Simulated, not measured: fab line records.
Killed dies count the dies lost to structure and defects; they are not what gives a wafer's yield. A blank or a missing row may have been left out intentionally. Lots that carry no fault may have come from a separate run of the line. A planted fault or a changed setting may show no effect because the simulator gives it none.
Which of the tools did it? ; flow sky130 ; 7 lots with 21 wafers sampled at 3 steps, on a route of 708 steps

WHAT THE GAUGES SHOWED, per wafer
SKY_RES_XHIGH_TW_MEAS_09.
lot;measured;on;RES_XHIGH_TW
L377;day 27 10:17;film metro-01;1618 1619 1623
L382;day 30 00:46;film metro-02;1650 1649 1635
L385;day 31 00:36;film metro-01;1617 1620 1617
L391;day 31 22:07;film metro-02;30 30 30
L393;day 32 15:16;film metro-03;30 30 30
L395;day 34 00:22;film metro-03;1657 1653 1643
L396;day 34 02:43;film metro-01;1626 1628 1620

WHAT TOOL EACH LOT RAN ON (gives the tool, then ch and the chambers of the sampled wafers, and finally the start)
lot;SKY_SD_P_STRIP_10;SKY_RES_XHIGH_STRIP_08
L377;plasma asher-02 ch 0,1, day 26 05:18;plasma asher-03 ch 0,1, day 27 10:12
L382;plasma asher-03 ch 0, day 28 21:07;plasma asher-01 ch 0,1, day 30 00:40
L385;plasma asher-03 ch 0,1, day 29 20:55;plasma asher-03 ch 0,1, day 31 00:30
L391;plasma asher-02 ch 0,1, day 30 18:13;plasma asher-03 ch 0,1, day 31 22:01
L393;plasma asher-03 ch 0,1, day 31 12:58;plasma asher-04 ch 0,1, day 32 15:09
L395;plasma asher-04 ch 0,1, day 32 21:40;plasma asher-03 ch 0, day 34 00:16
L396;plasma asher-04 ch 0,1, day 32 23:55;plasma asher-03 ch 0,1, day 34 02:37
- SKY_SD_P_STRIP_10: strips in O2/N2.
- SKY_RES_XHIGH_STRIP_08: strips in O2/N2.

THE ANSWER, worked out from the rows above alone
Rule: the lots themselves supply what counts as usual. The widest of any qualifying gaps counts: lots, ordered by their means at a reading, are off when they make up no more than a third of the lots, leave a main group of 4 or more, and stand apart from it by 3 or more times the standard deviation of that group's means. A main group is skipped when, at the precision printed for the reading in the tables above, its means are all equal. Also off: a lot with no number at a reading for which 4 or more lots have one. The other lots that the step has rows for count as sound.
Off: at SKY_RES_XHIGH_TW_MEAS_09 (RES_XHIGH_TW), L391, L393. Main group: mean 1632, sd 14.
If a tool, at a process step before that reading, ran all the lots that are off and no sound lot after the first of them, it fits. Those tools and the gauges at SKY_RES_XHIGH_TW_MEAS_09 are tried in the same way. No candidate that was tried fits.

WHAT HAD BEEN PUT IN BY THE SIMULATOR
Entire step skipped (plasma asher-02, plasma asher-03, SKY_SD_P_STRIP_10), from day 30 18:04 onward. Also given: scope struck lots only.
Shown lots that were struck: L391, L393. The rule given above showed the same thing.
